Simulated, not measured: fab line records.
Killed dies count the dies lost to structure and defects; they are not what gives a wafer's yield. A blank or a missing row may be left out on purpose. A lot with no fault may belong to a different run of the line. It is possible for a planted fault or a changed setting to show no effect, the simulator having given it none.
2 desks looking at one fault	flow sky130	each desk has only its own numbers; what lay behind them comes last

## THE TOOL OWNER'S DESK: implanter-01
The tool's own readings at SKY_VT_ADJUST_LVTN_IMPLANT_19: means of the sampled wafers that have a number, for each lot that ran on this tool. Marked OUT: a lot whose mean sits more than 4 standard deviations from the usual mean, which makes it out of limits; the brackets give that distance.
Columns: A = dose ions cm2 at SKY_VT_ADJUST_LVTN_IMPLANT_19, usual 6.501e+11; B = faraday current uA at SKY_VT_ADJUST_LVTN_IMPLANT_19, usual 3.67
lot	first seen here	A	B
L149	day 8 22:59	3.402e+11 (-99 or more) OUT	1.91 (-22) OUT
L150	day 9 04:32	3.406e+11 (-99 or more) OUT	1.90 (-22) OUT
L160	day 12 04:23	6.498e+11	3.65
L162	day 12 18:14	6.499e+11	3.64
L163	day 13 01:30	6.503e+11	3.67
L165	day 13 19:53	6.500e+11	3.74
This desk's verdict: out of limits on L149, L150, starting with L149 at day 8 22:59 (dose ions cm2 at SKY_VT_ADJUST_LVTN_IMPLANT_19). Within limits: L160, L162, L163, L165.

## THE METROLOGY DESK
Lot by lot, what the gauges showed, no matter which tool ran the lot: averages of those sampled wafers that carry a number. Marked OUT: a lot whose mean sits more than 4 standard deviations from the usual mean, which makes it out of limits; the brackets give that distance.
Columns: A = NWELL_01_OVL at SKY_NWELL_OVL_MEAS_23, usual -0.8 nm; B = VT_ADJUST_LVTN_2_TW at SKY_VT_ADJUST_LVTN_TW_MEAS_21, usual 189.6
lot	first seen here	A	B
L145	day 5 18:16	0.9	190.2
L149	day 6 10:48	-0.8	158.2 (-24) OUT
L150	day 6 15:35	-0.7	159.4 (-23) OUT
L156	day 8 07:15	-1.5	190.7
L158	day 8 18:19	-1.0	190.5
L159	day 9 01:37	0.1	190.9
L160	day 9 06:21	-0.6	190.6
L161	day 9 14:52	-1.0	188.2
L162	day 9 19:55	0.1	189.6
L163	day 10 01:34	-0.0	187.3
L164	day 10 07:37	-2.3	191.3
L165	day 10 16:24	-0.4	188.6
Finding of this desk: L149, L150 out of limits, first seen on L149 at day 8 23:14 (VT_ADJUST_LVTN_2_TW at SKY_VT_ADJUST_LVTN_TW_MEAS_21). Within limits: L145, L156, L158, L159, L160, L161, L162, L163, L164, L165.

## TAKEN TOGETHER
At day 8 22:59, on L149, L150, the tool owner's desk was in a position to raise an alarm.
At day 8 23:14 the metrology desk could have sounded an alarm, on L149, L150.
The lots listed all ran SKY_VT_ADJUST_LVTN_IMPLANT_19 on implanter-01.

## WHAT THE SIMULATOR HAD PUT IN
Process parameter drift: implanter-01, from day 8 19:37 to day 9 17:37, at SKY_VT_ADJUST_LVTN_IMPLANT_19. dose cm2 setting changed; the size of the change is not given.
Struck lots among those shown: L149, L150.
Time in hours from fault onset to the first out-of-limits reading at each desk: tool owner's desk 3, metrology desk 4.
